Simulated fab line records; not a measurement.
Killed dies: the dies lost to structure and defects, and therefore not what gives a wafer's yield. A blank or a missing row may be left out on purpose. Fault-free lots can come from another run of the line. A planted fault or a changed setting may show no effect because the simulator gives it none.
Which tool did it?	flow sky130	6 lots (18 wafers sampled), 1 step of a 708-step route

## WHAT EACH GAUGE READ, for each wafer
SKY_METAL3_CD_MEAS_13 targets a cd of 300 nm.
lot	measured	on	cd nm (nm)
L551	day 38 21:37	cd sem-01	299.2 298.5 299.9
L556	day 40 07:32	cd sem-02	299.6 298.8 300.4
L562	day 42 07:31	cd sem-02	300.2 300.3 300.1
L568	day 43 16:12	cd sem-02	301.7 301.1 301.1
L571	day 44 12:04	cd sem-02	300.4 298.8 300.5
L573	day 44 18:21	cd sem-02	298.9 299.4 298.9

## TOOL THAT RAN EACH LOT (tool first, then ch and the chambers of the sampled wafers, then the start)
Record: no process step prior to these readings.

## THE ANSWER, worked out from the rows above alone
Rule: the lots themselves supply what counts as usual. The widest of any qualifying gaps counts: lots, ordered by their means at a reading, are off when they make up no more than a third of the lots, leave a main group of 4 or more, and stand apart from it by 3 or more times the standard deviation of that group's means. If all means in a main group match to the digits the tables above print for the reading, that group is not used. A lot without any number at a reading at which 4 lots or more have one is off too. Where the step has rows for the other lots, those lots are counted as sound.
None of the lots is off at any reading shown; this tells nothing.

## WHAT THE SIMULATOR HAD INSERTED
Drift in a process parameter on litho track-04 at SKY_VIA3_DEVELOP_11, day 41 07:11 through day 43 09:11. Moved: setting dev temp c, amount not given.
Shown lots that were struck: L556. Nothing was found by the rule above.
